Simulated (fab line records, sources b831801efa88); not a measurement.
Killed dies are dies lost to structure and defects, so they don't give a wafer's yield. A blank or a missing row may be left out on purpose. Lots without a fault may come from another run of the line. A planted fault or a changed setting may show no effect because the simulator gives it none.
Which tool did it? | flow sky130 | 14 lots, 42 wafers sampled, at 4 steps of a route of 708

WHAT THE GAUGES READ, wafer by wafer
SKY_GATE_OXIDE_THK_MEAS_02.
lot  | measured     | on            | GATE_OXIDE_OXIDATION_00_THK (nm)
L436 | day 12 23:17 | film_metro-02 | 10.31 10.25 10.40
L437 | day 13 01:54 | film_metro-01 | 10.14 9.91 9.92
L439 | day 13 13:37 | film_metro-04 | 10.23 10.05 10.02
L440 | day 14 03:52 | film_metro-02 | 10.29 10.12 10.15
L442 | day 14 22:45 | film_metro-01 | 10.69 10.93 10.76
L443 | day 15 04:06 | film_metro-02 | 10.08 10.07 10.44
L444 | day 15 07:38 | film_metro-01 | 10.29 10.33 10.27
L445 | day 15 20:56 | film_metro-01 | 9.86 9.91 9.79
L449 | day 17 10:56 | film_metro-01 | 10.45 10.53 10.50
L450 | day 17 15:12 | film_metro-02 | 10.43 10.49 10.49
L452 | day 18 06:01 | film_metro-02 | 10.34 10.29 10.34
L454 | day 19 01:40 | film_metro-04 | 10.18 10.20 10.21
L456 | day 19 13:49 | film_metro-04 | 9.96 10.02 10.18
L459 | day 20 15:38 | film_metro-04 | 10.16 10.41 10.19

SKY_POLY_GATE_THK_MEAS_01.
lot  | measured     | on            | POLY_GATE_CVD_00_THK (nm)
L436 | day 14 03:38 | film_metro-02 | 180.0 180.8 179.6
L437 | day 14 05:34 | film_metro-03 | 179.4 178.0 178.0
L439 | day 14 19:38 | film_metro-02 | 182.7 180.1 179.3
L440 | day 15 10:23 | film_metro-03 | 177.7 179.0 177.0
L442 | day 16 05:29 | film_metro-02 | 179.3 179.7 180.4
L443 | day 16 10:47 | film_metro-03 | 180.6 180.2 178.9
L444 | day 16 15:14 | film_metro-02 | 179.7 179.9 179.0
L445 | day 17 05:39 | film_metro-03 | 181.6 181.5 180.4
L449 | day 18 19:32 | film_metro-03 | 179.1 178.6 179.2
L450 | day 19 01:09 | film_metro-04 | 181.6 181.1 179.8
L452 | day 19 17:46 | film_metro-02 | 179.6 181.5 180.3
L454 | day 20 11:41 | film_metro-02 | 181.2 180.2 181.7
L456 | day 20 22:44 | film_metro-02 | 180.8 180.3 180.9
L459 | day 22 01:43 | film_metro-02 | 178.5 178.8 179.6

SKY_POLY_GATE_OVL_MEAS_14.
lot  | measured     | on         | POLY_GATE_OVL (nm)
L436 | day 16 11:20 | overlay-02 | -11 -15 -14
L437 | day 16 15:15 | overlay-01 | 2 -3 -3
L439 | day 17 04:29 | overlay-01 | 1 -4 -6
L440 | day 17 20:56 | overlay-01 | -13 -2 -3
L442 | day 18 20:17 | overlay-02 | -5 -5 -4
L443 | day 19 04:11 | overlay-01 | -5 -10 -1
L444 | day 19 07:35 | overlay-02 | 2 1 5
L445 | day 19 18:46 | overlay-02 | -6 -8 -10
L449 | day 21 20:46 | overlay-01 | -7 -10 -10
L450 | day 21 21:02 | overlay-02 | 0 -5 -2
L452 | day 22 07:56 | overlay-01 | 0 3 0
L454 | day 23 02:47 | overlay-02 | -3 -11 -8
L456 | day 23 12:43 | overlay-02 | -2 -8 0
L459 | day 24 15:34 | overlay-01 | 0 -1 -2

WHICH TOOL RAN EACH LOT (tool, then ch and the chambers of the sampled wafers, then the start)
lot  | SKY_POLY_GATE_SOFTBAKE_09
L436 | litho_track-03 ch 0, day 15 20:00
L437 | litho_track-02 ch 0, day 16 01:00
L439 | litho_track-03 ch 0, day 16 13:00
L440 | litho_track-04 ch 0, day 17 06:00
L442 | litho_track-03 ch 0, day 18 05:00
L443 | litho_track-02 ch 0, day 18 12:00
L444 | litho_track-04 ch 0, day 18 15:00
L445 | litho_track-03 ch 0, day 19 03:00
L449 | litho_track-04 ch 0, day 21 04:00
L450 | litho_track-03 ch 0, day 21 05:00
L452 | litho_track-03 ch 0, day 21 17:00
L454 | litho_track-02 ch 0, day 22 10:00
L456 | litho_track-04 ch 0, day 22 21:00
L459 | litho_track-02 ch 0, day 24 00:00
- SKY_POLY_GATE_SOFTBAKE_09: time 90 s.

WHAT THE TOOLS THEMSELVES READ (means of the sampled wafers that have a number; where no wafer has one, the mark that the record gives instead)
SKY_POLY_GATE_SOFTBAKE_09.
lot  | tool           | heater_power_total_W (W) | plate_temp_C (C)
L436 | litho_track-03 | 57.44                    | 100.12
L437 | litho_track-02 | 57.31                    | 99.89
L439 | litho_track-03 | 57.33                    | 99.69
L440 | litho_track-04 | 57.37                    | 100.10
L442 | litho_track-03 | 57.47                    | 100.05
L443 | litho_track-02 | 57.33                    | 100.11
L444 | litho_track-04 | 57.40                    | 99.96
L445 | litho_track-03 | 57.39                    | 100.22
L449 | litho_track-04 | 57.32                    | 99.98
L450 | litho_track-03 | 52.29                    | 93.47
L452 | litho_track-03 | 52.23                    | 93.42
L454 | litho_track-02 | 57.36                    | 100.05
L456 | litho_track-04 | 57.30                    | 99.90
L459 | litho_track-02 | 57.39                    | 99.97

THE ANSWER, worked out from the rows above alone
Rule: what is usual is taken from the lots themselves. Put in order of their means at a reading, lots are off if they are a third of the lots or fewer, leave a main group of 4 or more, and stand apart from it by a gap of 3 or more times the standard deviation of the main group's means; of several such gaps the widest counts. A main group whose means are all the same, to the digits that the tables above print for the reading, isn't used. A lot without any number at a reading at which 4 lots or more have one is off too. The other lots that the step has rows for count as sound. The gauges are gone through in route order, then the tools' own readings, and for those a lot's mean is taken as printed above. The first step at which some lot is off is used, and at that step the reading that is off furthest; a lot without a number counts as furthest.
Off: L450, L452, at SKY_POLY_GATE_SOFTBAKE_09 (heater_power_total_W). The main group: mean 57.37 W, standard deviation 0.051.
A tool fits if, at that step or a process step before it, it ran every lot that is off, and no sound lot after the first of them. One fits: litho_track-03 at SKY_POLY_GATE_SOFTBAKE_09. Its last sound lot is L445 (day 19 03:00), its first lot that is off L450 (day 21 05:00): a fault that began between those two fits.
The tool's own readings at SKY_POLY_GATE_SOFTBAKE_09 bear it out: on the lots that are off they differ by more than 5 times the standard deviation of the sound lots' means. heater_power_total_W reads 52.26 W there against 57.37 W on the sound lots; plate_temp_C reads 93.44 C there against 100.00 C on the sound lots.

WHAT THE SIMULATOR HAD PUT IN
Process parameter drift: litho_track-03, from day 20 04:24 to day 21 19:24, at SKY_POLY_GATE_SOFTBAKE_09. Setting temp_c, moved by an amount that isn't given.
Lots struck among those shown: L450, L452. The rule above found the same.
